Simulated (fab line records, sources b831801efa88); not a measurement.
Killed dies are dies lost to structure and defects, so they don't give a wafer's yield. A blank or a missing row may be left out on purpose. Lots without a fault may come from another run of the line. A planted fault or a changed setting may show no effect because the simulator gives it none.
A struck lot beside a sound one | flow sky130 | 42 steps out of a route of 708
Sound: wafers L508.2, L508.3, L508.4. Struck: wafers L519.1, L519.2, L519.5. The cause comes at the end.
At each step with rows: each side's tool, then ch and its chambers, then its first start. Under that, the readings that differ: sound wafers | struck wafers | difference of the means | sigmas: that difference in standard deviations of wafers without a fault.
alike: readings whose means differ by less than 2 such deviations, and words and numbers that are the same on both sides. not compared: withheld readings, readings that some wafer has no value for, bounds like >300 that may hide the same value, and numbers for which the record gives no deviation and whose values overlap.
The two part at a step that has a row with sigmas, a row that says differs or no value, or rows on one side only. Numbers that don't overlap but have no deviation are shown without sigmas and don't part them. A reading that every wafer of one side lacks parts them only if that side has two wafers or more.

first, 5 steps without rows for these wafers: SKY_GATE_OXIDE_COAT_05 (resist thk 1140 nm); SKY_GATE_OXIDE_SOFTBAKE_06 (time 60 s); SKY_GATE_OXIDE_EXPOSE_07 (exposes mask LVOM, target cd 600 nm); SKY_GATE_OXIDE_PEB_08; SKY_GATE_OXIDE_DEVELOP_09 (develop time 60 s).
SKY_GATE_OXIDE_OVL_MEAS_10:
  sound on overlay-02, day 14 13:42; struck on overlay-02, day 18 17:10
  alike: GATE_OXIDE_OVL
then, 2 steps without rows for these wafers: SKY_GATE_OXIDE_IMPLANT_11; SKY_GATE_OXIDE_WET_ETCH_12 (etches SiO2 in dHF, target depth 16.8 nm, time 329.8 s).
SKY_GATE_OXIDE_STRIP_13: strips in O2/N2.
  sound on plasma_asher-04 ch 0,1, day 14 14:00; struck on plasma_asher-04 ch 0,1, day 18 17:27
  alike: drypump_motor_current_A, oes_product_au, strip_time_to_endpoint_s
  not compared: rf_hours_counter_h
SKY_GATE_OXIDE_TW_MEAS_14:
  sound on film_metro-03, day 14 14:07; struck on film_metro-04, day 18 17:33
  reading       | sound             | struck            | difference | sigmas
  GATE_OXIDE_TW | 228.2 226.6 226.1 | 225.1 223.6 224.2 | -2.7       | -2
then, 2 steps without rows for these wafers: SKY_GATE_OXIDE_CLEAN_15 (cleans in SC1/SC2, time 150 s); SKY_GATE_OXIDE_OXIDATION_16 (stabilise 600 s, purge 300 s, target thk 3.57 nm).
SKY_POLY_GATE_CVD_00: deposits poly-Si, target thk 180 nm, time 720 s.
  sound on lpcvd-01 ch 1, day 14 20:30; struck on lpcvd-01 ch 1, day 18 19:32
  reading                                       | sound             | struck            | difference | sigmas
  model.poly-Si_of_POLY_GATE_CVD_00.thk_nm (nm) | 179.8 179.8 180.1 | 234.7 233.8 234.9 | +54.6      |
  alike: zone_power_upper_pct
SKY_POLY_GATE_THK_MEAS_01:
  sound on film_metro-04, day 14 21:43; struck on film_metro-02, day 18 20:57
  reading                   | sound             | struck            | difference | sigmas
  POLY_GATE_CVD_00_THK (nm) | 179.9 179.8 180.2 | 234.9 233.7 234.7 | +54.5      | +32
  not compared: hold
then, 8 steps without rows for these wafers: SKY_RES_PROTECT_HMDS_01 (prime time 60 s); SKY_RES_PROTECT_COAT_02 (resist thk 1140 nm); SKY_RES_PROTECT_SOFTBAKE_03 (time 60 s); SKY_RES_PROTECT_EXPOSE_04 (exposes mask RPM, target cd 1270 nm); SKY_RES_PROTECT_PEB_05; SKY_RES_PROTECT_DEVELOP_06 (develop time 60 s); SKY_POLY_GATE_IMPLANT_02; SKY_RES_PROTECT_STRIP_07 (strips in O2/N2).
SKY_RES_PROTECT_TW_MEAS_08:
  sound on film_metro-03, day 16 01:34; struck on film_metro-01, day 20 03:21
  reading      | sound          | struck         | difference | sigmas
  POLY_GATE_TW | 4097 4085 4094 | 3999 4019 4039 | -73        | -3
then, 2 steps without rows for these wafers: SKY_RES_PROTECT_CLEAN_09 (cleans in SC1/SC2, time 150 s); SKY_POLY_GATE_CVD_03 (deposits Si3N4 from DCS/NH3, target thk 75 nm, time 1290 s).
SKY_POLY_GATE_THK_MEAS_04:
  sound on film_metro-04, day 16 03:16; struck on film_metro-04, day 20 06:28
  alike: POLY_GATE_CVD_03_THK
then, 8 steps without rows for these wafers: SKY_POLY_GATE_DEHYDRATE_05 (time 60 s); SKY_POLY_GATE_HMDS_06 (prime time 60 s); SKY_POLY_GATE_COAT_07 (resist thk 110 nm); SKY_POLY_GATE_COAT_08 (resist thk 450 nm); SKY_POLY_GATE_SOFTBAKE_09 (time 90 s); SKY_POLY_GATE_EXPOSE_10 (exposes mask P1M, target cd 150 nm); SKY_POLY_GATE_PEB_11; SKY_POLY_GATE_DEVELOP_12 (develop time 60 s).
SKY_POLY_GATE_CD_MEAS_13: target cd 150 nm.
  sound on cd_sem-02, day 17 06:58; struck on cd_sem-02, day 21 11:56
  reading    | sound             | struck            | difference | sigmas
  cd_nm (nm) | 151.0 152.4 150.6 | 148.0 148.9 148.0 | -3.0       | -2
SKY_POLY_GATE_OVL_MEAS_14:
  sound on overlay-01, day 17 07:04; struck on overlay-01, day 21 12:04
  alike: POLY_GATE_OVL
SKY_POLY_GATE_ETCH_15: etches BARC in N2/H2, stops on SiO2, time 118.5 s, target depth 110 nm.
  sound on rie_diel-02 ch 0,1,3, day 17 07:06; struck on rie_diel-04 ch 1,3, day 21 12:06
  reading                | sound                | struck               | difference | sigmas
  throttle_valve_pct (%) | 13.212 13.202 13.199 | 13.228 13.218 13.220 | +0.018     | +2
  alike: drypump_motor_current_A, oes_product_au
  not compared: rf_hours_counter_h
SKY_POLY_GATE_ETCH_16: etches Si3N4 in CH3F/O2, stops on poly-Si, time 147.5 s, target depth 75 nm.
  sound on rie_diel-02 ch 0,1,3, day 17 07:11; struck on rie_diel-04 ch 1,3, day 21 12:11
  alike: O2_flow_sccm, drypump_motor_current_A, oes_product_au, throttle_valve_pct
  not compared: rf_hours_counter_h
SKY_POLY_GATE_ETCH_17: etches poly-Si in HBr/Cl2, stops on SiO2, target depth 180 nm, time 70.5 s.
  sound on rie_si-01 ch 1,2,3, day 17 07:17; struck on rie_si-01 ch 0,2, day 21 12:17
  alike: drypump_motor_current_A, oes_product_au, throttle_valve_pct
  not compared: rf_hours_counter_h
SKY_POLY_GATE_STRIP_18: strips in O2/N2.
  sound on plasma_asher-01 ch 0,1, day 17 07:20; struck on plasma_asher-02 ch 0,1, day 21 12:20
  alike: drypump_motor_current_A, oes_product_au, strip_time_to_endpoint_s
  not compared: rf_hours_counter_h
then, 1 step without rows for these wafers: SKY_POLY_GATE_CLEAN_19 (cleans in SC1/SC2, time 150 s).
-- the record jumps here: 8 days lie between the struck wafers' starts before and after (it left off in module POLY_GATE and takes up again in module POLY_CUT, whose first step shown is number 318 of the route) --
SKY_POLY_CUT_ETCH_11: etches Si3N4 in CF4/CH2F2/Ar, stops on poly-Si, time 42.5 s, target depth 60 nm.
  sound on rie_diel-01 ch 0,2,3, day 25 08:11; struck on rie_diel-01 ch 1,3, day 29 05:01
  reading                                       | sound             | struck          | difference | sigmas
  model.poly-Si_of_POLY_GATE_CVD_00.thk_nm (nm) | 179.1 179.1 179.4 | 233.9 233 234.2 | +54.5      |
  alike: cf4_flow_sccm, drypump_motor_current_A, oes_product_au, throttle_valve_pct
  not compared: rf_hours_counter_h

WHERE THEY PART
First at SKY_GATE_OXIDE_TW_MEAS_14; last, within this record, at SKY_POLY_GATE_ETCH_15. Later steps at which nothing parts them and some readings are alike: SKY_POLY_GATE_ETCH_16, SKY_POLY_GATE_ETCH_17, SKY_POLY_GATE_STRIP_18, SKY_POLY_CUT_ETCH_11.

WHY: what the simulator had put in
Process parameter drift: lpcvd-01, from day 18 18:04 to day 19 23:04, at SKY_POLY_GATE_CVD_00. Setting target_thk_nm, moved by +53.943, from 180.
